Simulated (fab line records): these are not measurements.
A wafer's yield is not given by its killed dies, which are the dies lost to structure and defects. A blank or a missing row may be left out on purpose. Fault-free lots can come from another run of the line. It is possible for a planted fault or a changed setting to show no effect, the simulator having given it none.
fab line records ; flow gf180mcu
record lots=11; wafers=33; last-day=34
route steps=602 shown STI@15 MVPSD@85 VT_IMPLANT@135 LVPWELL@138
lots that met no fault: taken from a fault-free run of the same line
start-h: the number of hours between the record's first day and the start of the first shown wafer of the lot ; wait-h: hours elapsed since this lot's preceding step ; " same as the row above ; L1.1+2: a single row standing in for several wafers ; - no value, or no start given ; * or withheld: withheld ; < > ~ a bound
route shown NAME@n: a module of which the file shows steps, and the number in the route of the first ; usual: mean and standard deviation over wafers with no fault ; same: alike in all rows ; chamber/n: place in a boat ; sites: readings site by site ; _std_site: standard deviation across them ; _edge_site: mean of outer sites minus mean of inner sites ; radius-mm: for every site, how far away it sits from the centre of the wafer ; mask NAME#n: copy n ; behind: the most recent tool/chamber to have shaped the wafer ; hold: why the lot went on hold/how many hours it stayed there/how the hold came to an end ; device: which transistor (n, p or np) failed to switch ; end of line: the same wafers' tests at the end of the route ; a step given without rows: its recipe and nothing more ; killed: at the first sort, the dies lost to defects and structure; wafer yield is something else ; map: dies across one wafer; x = killed, . = not, _ = none there
set.NAME: the setting as run; set.NAME@STEP: as run at that earlier step ; model.NAME: the simulator's own value behind a step, which no gauge read
one table for each step of the route and one row for each wafer, over a sample of lots
services: from which hour (start-h, from the record's first day; less than 0 if before it) a tool's chamber was out of use, for how many hours, and why
## steps
# step GF_STI_ETCH_14
# recipe target=Si; chemistry=HBr/Cl2/O2; target-depth-nm=360; icp-w=600; bias-w=150; pressure-mtorr=15; HBr_flow_sccm=150; Cl2_flow_sccm=40; O2_flow_sccm=6; time-s=102.9
# usual drypump-motor-current-A=5.8/0.57; oes-product-au=0.995/0.011; throttle-valve-pct=25.661/0.01
# same time-s=102.9
lot.wafer;tool;chamber;start-h;wait-h;drypump-motor-current-A;oes-product-au;rf-hours-counter-h;throttle-valve-pct
L822.4;rie-si-01;3;26.75;0.1;5.9;0.999;-;25.647
L822.5;rie-si-01;0;26.75;0.1;4.9;0.997;-;25.653
L822.6;rie-si-01;1;26.75;0.1;5.6;0.986;-;25.676
L823.1;rie-si-01;1;31.36;0.0;5.6;0.983;133;25.658
L823.4;rie-si-01;0;31.36;0.0;4.9;1.006;-;25.666
L823.5;rie-si-01;1;31.36;0.0;5.6;0.990;-;25.664
L824.3;rie-si-01;0;37.77;0.0;4.9;1.004;31;25.657
L824.4;rie-si-01;0;37.77;0.0;4.9;0.999;-;25.664
L824.5;rie-si-01;3;37.77;0.0;5.9;0.986;-;25.667
L825.1;rie-si-01;3;40.53;0.0;5.8;0.993;109;25.659
L825.4;rie-si-01;3;40.53;0.0;5.9;0.996;-;25.675
L825.5;rie-si-01;1;40.53;0.0;5.6;0.982;-;25.660
L826.2;rie-si-02;0;46.13;0.0;6.8;0.995;3;25.657
L826.3;rie-si-02;1;46.13;0.0;6.3;0.980;4;25.677
L826.6;rie-si-02;3;46.13;0.0;5.5;1.006;-;25.664
L827.2;rie-si-02;2;50.63;0.0;5.9;0.996;39;25.655
L827.4;rie-si-02;1;50.63;0.0;6.3;0.972;4;25.688
L827.6;rie-si-02;2;50.63;0.0;5.9;1.002;-;25.658
L829.1;rie-si-02;3;61.91;0.0;5.5;0.994;145;25.664
L829.5;rie-si-02;1;61.91;0.0;6.3;0.978;-;25.674
L829.6;rie-si-02;0;61.91;0.0;6.8;1.121;-;25.576
L839.1;rie-si-01;2;113.02;0.0;5.2;1.009;4;25.664
L839.2;rie-si-01;0;113.02;0.0;4.9;0.997;32;25.665
L839.6;rie-si-01;3;113.02;0.0;5.9;0.995;-;25.650
L843.2;rie-si-01;1;133.63;0.0;5.6;0.995;134;25.667
L843.3;rie-si-01;2;133.63;0.0;5.3;1.007;4;25.652
L843.6;rie-si-01;3;133.63;0.0;5.8;1.004;-;25.662
L844.3;rie-si-02;0;138.71;0.0;6.8;0.985;4;25.656
L844.5;rie-si-02;3;138.71;0.0;5.5;0.986;-;25.688
L844.6;rie-si-02;0;138.71;0.0;6.8;0.993;-;25.667
L845.1;rie-si-01;3;143.37;0.0;5.9;1.010;110;25.656
L845.4;rie-si-01;2;143.37;0.0;5.2;1.012;4;25.660
L845.5;rie-si-01;1;143.37;0.0;5.6;0.997;-;25.648
# step GF_STI_STRIP_15
# recipe chemistry=O2/N2; power-w=1400; pressure-mtorr=1500; platen-temp-c=250; o2-flow-sccm=3000; n2-flow-sccm=300; overash-fraction=0.5
# usual drypump-motor-current-A=5.6/0.45; heater-power-w=337/32; oes-product-au=0.384/0.0049; strip-time-to-endpoint-s=3.74/0.051
lot.wafer;tool;chamber;start-h;wait-h;drypump-motor-current-A;heater-power-w;oes-product-au;rf-hours-counter-h;strip-time-to-endpoint-s
L822.4;plasma-asher-01;1;26.82;0.0;6.4;390;0.385;-;3.68
L822.5;plasma-asher-01;0;26.82;0.0;5.1;289;0.381;-;3.70
L822.6;plasma-asher-01;1;26.82;0.0;6.4;380;0.388;-;3.75
L823.1;plasma-asher-03;0;31.44;0.0;5.4;339;0.382;36;3.68
L823.4;plasma-asher-03;1;31.44;0.0;5.7;330;0.382;-;3.75
L823.5;plasma-asher-03;0;31.44;0.0;5.4;334;0.387;-;3.79
L824.3;plasma-asher-04;1;37.88;0.1;5.5;327;0.387;-;3.74
L824.4;plasma-asher-04;0;37.88;0.1;5.4;360;0.378;-;3.74
L824.5;plasma-asher-04;0;37.88;0.1;5.4;361;0.380;-;3.64
L825.1;plasma-asher-03;0;40.61;0.0;5.4;347;0.391;37;3.72
L825.4;plasma-asher-03;1;40.61;0.0;5.7;335;0.372;-;3.74
L825.5;plasma-asher-03;1;40.61;0.0;5.7;338;0.385;-;3.73
L826.2;plasma-asher-01;1;46.21;0.0;6.4;372;0.383;39;3.72
L826.3;plasma-asher-01;0;46.21;0.0;5.1;286;0.387;-;3.75
L826.6;plasma-asher-01;1;46.21;0.0;6.4;374;0.393;-;3.68
L827.2;plasma-asher-01;0;50.71;0.0;5.1;291;0.384;39;3.77
L827.4;plasma-asher-01;1;50.71;0.0;6.4;379;0.383;-;3.79
L827.6;plasma-asher-01;0;50.71;0.0;5.1;285;0.388;-;3.79
L829.1;plasma-asher-01;0;61.99;0.0;5.1;288;0.390;41;3.79
L829.5;plasma-asher-01;1;61.99;0.0;6.4;378;0.382;-;3.78
L829.6;plasma-asher-01;0;61.99;0.0;5.1;284;0.376;-;3.42
L839.1;plasma-asher-01;1;113.10;0.0;6.4;374;0.384;46;3.70
L839.2;plasma-asher-01;0;113.10;0.0;5.1;283;0.377;46;3.79
L839.6;plasma-asher-01;0;113.10;0.0;5.1;285;0.377;-;3.66
L843.2;plasma-asher-01;0;133.70;0.0;5.1;288;0.377;48;3.81
L843.3;plasma-asher-01;1;133.70;0.0;6.4;374;0.386;-;3.76
L843.6;plasma-asher-01;1;133.70;0.0;6.4;381;0.383;-;3.73
L844.3;plasma-asher-03;1;138.82;0.1;5.7;340;0.392;-;3.83
L844.5;plasma-asher-03;0;138.82;0.1;5.4;346;0.390;-;3.89
L844.6;plasma-asher-03;1;138.82;0.1;5.7;335;0.385;-;3.76
L845.1;plasma-asher-04;1;143.45;0.0;5.5;323;0.384;34;3.69
L845.4;plasma-asher-04;0;143.45;0.0;5.4;362;0.379;-;3.74
L845.5;plasma-asher-04;1;143.45;0.0;5.5;324;0.382;-;3.68
# step GF_MVPSD_OVL_MEAS_07
# usual MVPSD_OVL=1.3/1.3
lot.wafer;tool;chamber;start-h;wait-h;MVPSD_OVL[nm]
L822.4;overlay-02;-;96.63;-;1.4
L822.5;overlay-02;-;96.63;-;1.1
L822.6;overlay-02;-;96.63;-;0.2
L823.1;overlay-02;-;102.80;-;4.4
L823.4;overlay-02;-;102.80;-;3.5
L823.5;overlay-02;-;102.80;-;4.5
L824.3;overlay-01;-;114.60;-;0.2
L824.4;overlay-01;-;114.60;-;0.9
L824.5;overlay-01;-;114.60;-;0.8
L825.1;overlay-01;-;114.78;-;1.5
L825.4;overlay-01;-;114.78;-;-0.2
L825.5;overlay-01;-;114.78;-;0.2
L826.2;overlay-01;-;119.97;-;1.3
L826.3;overlay-01;-;119.97;-;-0.1
L826.6;overlay-01;-;119.97;-;0.9
L827.2;overlay-01;-;124.65;-;-0.4
L827.4;overlay-01;-;124.65;-;0.9
L827.6;overlay-01;-;124.65;-;0.5
L829.1;overlay-01;-;138.86;-;2.4
L829.5;overlay-01;-;138.86;-;2.2
L829.6;overlay-01;-;138.86;-;1.2
L839.1;overlay-02;-;197.96;-;0.8
L839.2;overlay-02;-;197.96;-;-0.4
L839.6;overlay-02;-;197.96;-;1.6
L843.2;overlay-01;-;221.79;-;3.4
L843.3;overlay-01;-;221.79;-;0.2
L843.6;overlay-01;-;221.79;-;2.5
L844.3;overlay-01;-;227.77;-;-0.6
L844.5;overlay-01;-;227.77;-;-1.7
L844.6;overlay-01;-;227.77;-;-0.9
L845.1;overlay-01;-;232.58;-;1.7
L845.4;overlay-01;-;232.58;-;0.2
L845.5;overlay-01;-;232.58;-;1.1
# step GF_VT_IMPLANT_RTA_45
# recipe temp-c=1050; time-s=30; ambient=N2
# usual lamp-power-pct=38.34/0.27; wafer_temp_C_max=1054.2/0.83
# same time-s=30
lot.wafer;tool;chamber;start-h;wait-h;lamp-power-pct;wafer_temp_C_max
L822.4;rtp-anneal-02;0;157.84;0.1;38.06;1053.8
L822.5;rtp-anneal-02;0;157.84;0.1;38.14;1055.4
L822.6;rtp-anneal-02;0;157.84;0.1;38.11;1053.5
L823.1;rtp-anneal-01;0;164.47;0.0;38.61;1053.4
L823.4;rtp-anneal-01;0;164.47;0.0;38.60;1054.4
L823.5;rtp-anneal-01;0;164.47;0.0;38.59;1055.2
L824.3;rtp-anneal-01;0;177.58;0.0;38.59;1054.6
L824.4;rtp-anneal-01;0;177.58;0.0;38.60;1054.6
L824.5;rtp-anneal-01;0;177.58;0.0;38.59;1054.0
L825.1;rtp-anneal-02;0;177.93;0.0;38.07;1054.2
L825.4;rtp-anneal-02;0;177.93;0.0;38.07;1053.8
L825.5;rtp-anneal-02;0;177.93;0.0;38.10;1053.0
L826.2;rtp-anneal-01;0;182.46;0.0;38.67;1056.4
L826.3;rtp-anneal-01;0;182.46;0.0;38.61;1054.1
L826.6;rtp-anneal-01;0;182.46;0.0;38.64;1055.1
L827.2;rtp-anneal-01;0;190.44;0.0;38.63;1055.0
L827.4;rtp-anneal-01;0;190.44;0.0;38.64;1054.0
L827.6;rtp-anneal-01;0;190.44;0.0;38.65;1054.3
L829.1;rtp-anneal-01;0;205.99;0.0;38.63;1052.7
L829.5;rtp-anneal-01;0;205.99;0.0;38.62;1055.6
L829.6;rtp-anneal-01;0;205.99;0.0;38.60;1053.6
L839.1;rtp-anneal-01;0;271.52;0.0;38.60;1054.9
L839.2;rtp-anneal-01;0;271.52;0.0;38.57;1054.1
L839.6;rtp-anneal-01;0;271.52;0.0;38.62;1054.3
L843.2;rtp-anneal-01;0;297.53;0.0;38.60;1053.5
L843.3;rtp-anneal-01;0;297.53;0.0;38.65;1053.7
L843.6;rtp-anneal-01;0;297.53;0.0;38.62;1053.0
L844.3;rtp-anneal-01;0;305.24;0.0;38.58;1053.5
L844.5;rtp-anneal-01;0;305.24;0.0;38.56;1056.4
L844.6;rtp-anneal-01;0;305.24;0.0;38.55;1054.0
L845.1;rtp-anneal-01;0;309.32;0.0;38.57;1054.7
L845.4;rtp-anneal-01;0;309.32;0.0;38.65;1053.5
L845.5;rtp-anneal-01;0;309.32;0.0;38.54;1053.2
# step GF_VT_IMPLANT_RS_MEAS_48
# recipe thk-meas-gauge=four-point-probe
# usual LVPWELL_RS=1197.3/3
lot.wafer;tool;chamber;start-h;wait-h;LVPWELL_RS[ohm/sq]
L822.4;film-metro-02;-;158.19;0.1;1197.9
L822.5;film-metro-02;-;158.19;0.1;1195.4
L822.6;film-metro-02;-;158.19;0.1;1190.2
L823.1;film-metro-03;-;164.81;0.1;1196.4
L823.4;film-metro-03;-;164.81;0.1;1198.6
L823.5;film-metro-03;-;164.81;0.1;1199.5
L824.3;film-metro-03;-;177.92;0.1;1201.6
L824.4;film-metro-03;-;177.92;0.1;1197.3
L824.5;film-metro-03;-;177.92;0.1;1199.4
L825.1;film-metro-02;-;178.27;0.1;1193.9
L825.4;film-metro-02;-;178.27;0.1;1193.1
L825.5;film-metro-02;-;178.27;0.1;1197.3
L826.2;film-metro-02;-;182.80;0.1;1197.5
L826.3;film-metro-02;-;182.80;0.1;1193.2
L826.6;film-metro-02;-;182.80;0.1;1196.5
L827.2;film-metro-04;-;190.78;0.1;1193.8
L827.4;film-metro-04;-;190.78;0.1;1192.7
L827.6;film-metro-04;-;190.78;0.1;1192.8
L829.1;film-metro-03;-;206.33;0.1;1201.0
L829.5;film-metro-03;-;206.33;0.1;1200.5
L829.6;film-metro-03;-;206.33;0.1;1203.3
L839.1;film-metro-03;-;271.86;0.1;1203.2
L839.2;film-metro-03;-;271.86;0.1;1197.1
L839.6;film-metro-03;-;271.86;0.1;1199.4
L843.2;film-metro-02;-;297.88;0.1;1198.5
L843.3;film-metro-02;-;297.88;0.1;1200.9
L843.6;film-metro-02;-;297.88;0.1;1200.8
L844.3;film-metro-04;-;305.58;0.1;1196.8
L844.5;film-metro-04;-;305.58;0.1;1199.1
L844.6;film-metro-04;-;305.58;0.1;1199.0
L845.1;film-metro-03;-;309.66;0.1;1200.5
L845.4;film-metro-03;-;309.66;0.1;1199.1
L845.5;film-metro-03;-;309.66;0.1;1196.1
## services
tool;chamber;start-h;hours;kind
rie-si-02;3;20.50;7.9;repair
rie-si-01;2;22.92;21.8;repair
rie-si-02;-;40.22;0.9;repair
plasma-asher-03;-;59.76;3.7;repair
rie-si-01;3;76.32;1.1;repair
rie-si-02;3;104.22;-;clean
rie-si-02;3;104.22;19.2;scheduled-down
plasma-asher-03;-;108.82;9.0;pm
rie-si-01;-;117.02;14.6;pm
plasma-asher-04;-;117.52;2.2;repair
rie-si-01;1;154.75;-;clean
rie-si-01;1;154.75;28.7;scheduled-down
rie-si-01;1;154.75;28.7;vent-cycle
rie-si-02;3;172.40;1.6;repair
plasma-asher-04;-;173.35;1.7;repair
plasma-asher-03;-;187.30;0.8;repair
rie-si-02;3;200.16;3.1;repair
plasma-asher-01;-;205.22;2.8;repair
rtp-anneal-01;-;258.29;2.8;pm
rie-si-01;3;259.21;-;clean
rie-si-01;3;259.21;18.0;scheduled-down
rie-si-01;3;259.21;18.0;vent-cycle
plasma-asher-04;-;276.84;7.2;repair
plasma-asher-03;-;307.52;3.5;repair
## key
first-sign step=GF_STI_ETCH_14; reading=oes-product-au; direction=up; sigmas=12; usual=0.995; struck=1.121
effect step=GF_STI_ETCH_14; reading=throttle-valve-pct; direction=down; sigmas=8.4; usual=25.661; struck=25.576
effect step=GF_STI_STRIP_15; reading=strip-time-to-endpoint-s; direction=down; sigmas=6.1; usual=*; struck=*
met-at GF_STI_ETCH_14
struck-lots L829
struck-wafers L829.6
tester-left-out L829
not-acting-at GF_MVPSD_OVL_MEAS_07,GF_VT_IMPLANT_RTA_45,GF_VT_IMPLANT_RS_MEAS_48
onset-between 46.13 61.91
fault kind=process-parameter-drift; tool=rie-si-02; chamber=0; onset-h=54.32; steps=GF_STI_ETCH_14; channel=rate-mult; offset=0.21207; shape=step; end-h=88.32
# tester-left-out: of these lots the tester's yield and bins aren't shown, on N5 and GAA mostly nor the transistor test; their killed dies are dies lost to structure and defects alone, not to doping, threshold or leakage, so they don't give the yield
